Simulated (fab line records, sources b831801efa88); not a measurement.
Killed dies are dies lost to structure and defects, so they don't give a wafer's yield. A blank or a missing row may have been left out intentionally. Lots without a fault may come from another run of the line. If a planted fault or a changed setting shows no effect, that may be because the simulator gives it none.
One fault through the eyes of 2 desks ; flow sky130 ; every desk sees just its own numbers, and what lay behind them comes last

AT THE TOOL OWNER'S DESK: furnace-01
The tool's own readings at SKY_GATE_OXIDE_OXIDATION_16 (stabilise 600 s, purge 300 s, target thk 3.57 nm): means of the sampled wafers that have a number, for each lot that ran on this tool. Marked OUT: a lot whose mean sits more than 4 standard deviations from the usual mean, which makes it out of limits; the brackets give that distance.
Columns: A = spike_tc_bottom_C at SKY_GATE_OXIDE_OXIDATION_16, usual 818.7 C; B = spike_tc_centre_C at SKY_GATE_OXIDE_OXIDATION_16, usual 800.0 C; C = spike_tc_lower_C at SKY_GATE_OXIDE_OXIDATION_16, usual 800.9 C; D = zone_power_bottom_pct at SKY_GATE_OXIDE_OXIDATION_16, usual 22.0 %; E = zone_power_centre_pct at SKY_GATE_OXIDE_OXIDATION_16, usual 14.5 %; F = zone_power_lower_pct at SKY_GATE_OXIDE_OXIDATION_16, usual 12.5 %; G = zone_power_upper_pct at SKY_GATE_OXIDE_OXIDATION_16, usual 14.59 %
lot;first seen here;A;B;C;D;E;F;G
L495;day 14 17:05;818.7;800.2;800.1;22.9;12.6;11.9;14.56
L494;day 14 18:37;817.5;800.4;799.1;23.1;12.7;11.9;14.79
L493;day 14 21:29;818.5;800.0;800.0;23.2;12.6;11.8;14.67
L499;day 15 23:10;817.4;801.0;800.5;23.0;12.7;12.0;14.65
L501;day 16 20:14;818.2;800.9;800.7;23.0;12.5;11.9;14.67
L512;day 20 16:07;811.3 (-6.7) OUT;794.7 (-5.8) OUT;838.9 (+29) OUT;18.0 (-4.5) OUT;7.7;22.0 (+16) OUT;15.25 (+4.1) OUT
L514;day 21 02:41;811.5 (-6.6) OUT;794.8 (-5.8) OUT;839.3 (+30) OUT;18.0 (-4.5) OUT;7.7;22.3 (+17) OUT;15.31 (+4.5) OUT
Finding of this desk: L512, L514 out of limits; the first was L512 at day 20 16:07, on spike_tc_bottom_C at SKY_GATE_OXIDE_OXIDATION_16. L495, L494, L493, L499, L501 stayed within limits.

AT THE METROLOGY DESK
Lot by lot, what the gauges showed, no matter which tool ran the lot: averages of those sampled wafers that carry a number. Marked OUT: a lot whose mean sits more than 4 standard deviations from the usual mean, which makes it out of limits; the brackets give that distance.
Columns: A = SONOS_ONO_OVL at SKY_SONOS_ONO_OVL_MEAS_14, usual -0.7 nm; B = POLY_GATE_CVD_03_THK at SKY_POLY_GATE_THK_MEAS_04, usual 75.0 nm
lot;first seen here;A;B
L495;day 13 13:09;0.6;75.5
L494;day 13 13:31;0.4;75.7
L493;day 13 14:43;-2.2;75.7
L497;day 14 01:20;-2.4;75.0
L498;day 14 10:13;-1.2;73.4
L499;day 14 16:59;0.1;74.7
L500;day 15 02:32;0.4;74.7
L501;day 15 14:11;-1.1;75.1
L505;day 16 18:24;-3.3;75.3
L506;day 17 07:54;-0.5;73.2
L512;day 19 06:05;0.6;75.3
L514;day 19 17:39;-0.3;74.7
Finding of this desk: none of the 12 lots has anything out of limits.

TAKEN TOGETHER
The tool owner's desk had the chance to raise an alarm at day 20 16:07 on L512, L514.
From the metrology desk's view, nothing was out of limits.
The metrology desk holds a record of L512, L514, inside its limits.
SKY_GATE_OXIDE_OXIDATION_16 was run on furnace-01 by each of the lots named.

WHAT THE SIMULATOR PUT IN
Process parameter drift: furnace-01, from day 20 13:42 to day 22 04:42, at SKY_GATE_OXIDE_OXIDATION_16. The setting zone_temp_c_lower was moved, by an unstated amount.
Struck lots among those shown: L512, L514.
How many hours passed from the start of the fault until each desk's first out-of-limits reading: the tool owner's desk, 2.
